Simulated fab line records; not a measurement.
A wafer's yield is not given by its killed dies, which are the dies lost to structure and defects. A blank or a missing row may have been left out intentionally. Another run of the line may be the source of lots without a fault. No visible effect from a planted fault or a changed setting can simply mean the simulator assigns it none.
Comparing a struck lot with a sound one	flow gf180mcu	19 out of 602 route steps
Sound: wafers L623.1, L623.2, L623.4. Struck: wafer L620.4 (L620.1, L620.3, from the same lot, were not struck and are left out); the cause is given at the end.
Per side, at each step with rows, come the tool, then ch with its chambers, and then its first start. Under that, the readings that differ: sound wafers	struck wafers	difference of the means	sigmas: that difference in standard deviations of wafers without a fault.
alike: a reading whose means differ by less than 2 such deviations, as well as words and numbers matching on both sides. not compared: withheld readings; readings where some wafer has no value; bounds like >300 that might hide an equal value; numbers whose values overlap and for which the record gives no deviation.
Wherever a step has rows on one side only, a row that says differs or no value, or a row with sigmas, the two part there. When numbers do not overlap yet have no deviation, they are printed without sigmas and do not part them. A reading missing from all wafers of one side parts the sides only when that side holds two or more wafers.

GF_SALICIDE_RTA_06: time 30 s.
  sound on rtp-anneal-02 ch 0, day 22 02:11; struck on rtp-anneal-02 ch 0, day 20 19:37
  alike: lamp-power-pct, wafer_temp_C_max
then, 1 step without rows for these wafers: GF_SALICIDE_WET_ETCH_07 (etches the open film in SPM, target depth 120 nm).
GF_SALICIDE_RTA_08: time 30 s.
  sound on rtp-anneal-01 ch 0, day 22 02:23; struck on rtp-anneal-01 ch 0, day 20 19:50
  alike: lamp-power-pct, wafer_temp_C_max
then, 1 step without rows for these wafers: GF_CONTACT_CVD_00 (deposits SiO2, target thk 300 nm, time 50 s).
GF_CONTACT_THK_MEAS_01:
  sound on film-metro-01, day 22 02:32; struck on film-metro-01, day 20 19:58
  alike: CONTACT_CVD_00_THK
GF_CONTACT_CVD_02: deposits SiO2 from TEOS, target thk 860 nm, time 95.992 s.
  sound on pecvd-04 ch 0,2, day 22 02:35; struck on pecvd-03 ch 1, day 20 20:02
  alike: heater-power-w, susceptor-temp-C
GF_CONTACT_THK_MEAS_03:
  sound on film-metro-04, day 22 02:40; struck on film-metro-04, day 20 20:06
  alike: CONTACT_CVD_02_THK
GF_CONTACT_CMP_04: polishes SiO2.
  sound on cmp-02 ch 0,2,3, day 22 02:43; struck on cmp-01 ch 0, day 20 20:10
reading	sound	struck	difference	sigmas
motor-current-A (A)	13.9 12.9 13.2	11.4	-1.9	-2
  alike: time-to-endpoint-s
GF_CONTACT_BOW_MEAS_05:
  sound on film-metro-01, day 22 03:01; struck on film-metro-01, day 20 20:28
  alike: CONTACT_BOW
then, 3 steps without rows for these wafers: GF_CONTACT_DEHYDRATE_06 (time 60 s); GF_CONTACT_HMDS_07 (prime time 60 s); GF_CONTACT_COAT_08.
GF_CONTACT_COAT_09: resist thk 1000 nm.
  sound on litho-track-03 ch 0, day 22 14:00; struck on litho-track-01 ch 0, day 21 08:00
reading	sound	struck	difference	sigmas
model.KrF_of_CONTACT_COAT_09.thk-nm (nm)	1005 1000 1001	1012	+10	
then, 3 steps without rows for these wafers: GF_CONTACT_SOFTBAKE_10 (time 60 s); GF_CONTACT_EXPOSE_11 (exposes mask Contact, target cd 220 nm); GF_CONTACT_PEB_12 (peb time 90 s).
GF_CONTACT_DEVELOP_13: develop time 60 s.
  sound on litho-track-01 ch 0, day 23 01:30; struck on litho-track-02 ch 0, day 21 20:10
reading	sound	struck	difference	sigmas
model.KrF_of_CONTACT_COAT_09.thk-nm (nm)	990 985.6 986.1	997.3	+10.1	
GF_CONTACT_CD_MEAS_14: the cd target is 220 nm.
  sound on cd-sem-01, day 23 01:39; struck on cd-sem-02, day 21 20:19
  alike: cd-nm
after that, 1 step had no rows for these wafers: GF_PASSIVATION_PROBE_99.

WHERE THEY PART
Only at GF_CONTACT_CMP_04, within this record. Later steps at which nothing parts them and some readings are alike: GF_CONTACT_BOW_MEAS_05, GF_CONTACT_CD_MEAS_14.

WHY: the cause the simulator had injected
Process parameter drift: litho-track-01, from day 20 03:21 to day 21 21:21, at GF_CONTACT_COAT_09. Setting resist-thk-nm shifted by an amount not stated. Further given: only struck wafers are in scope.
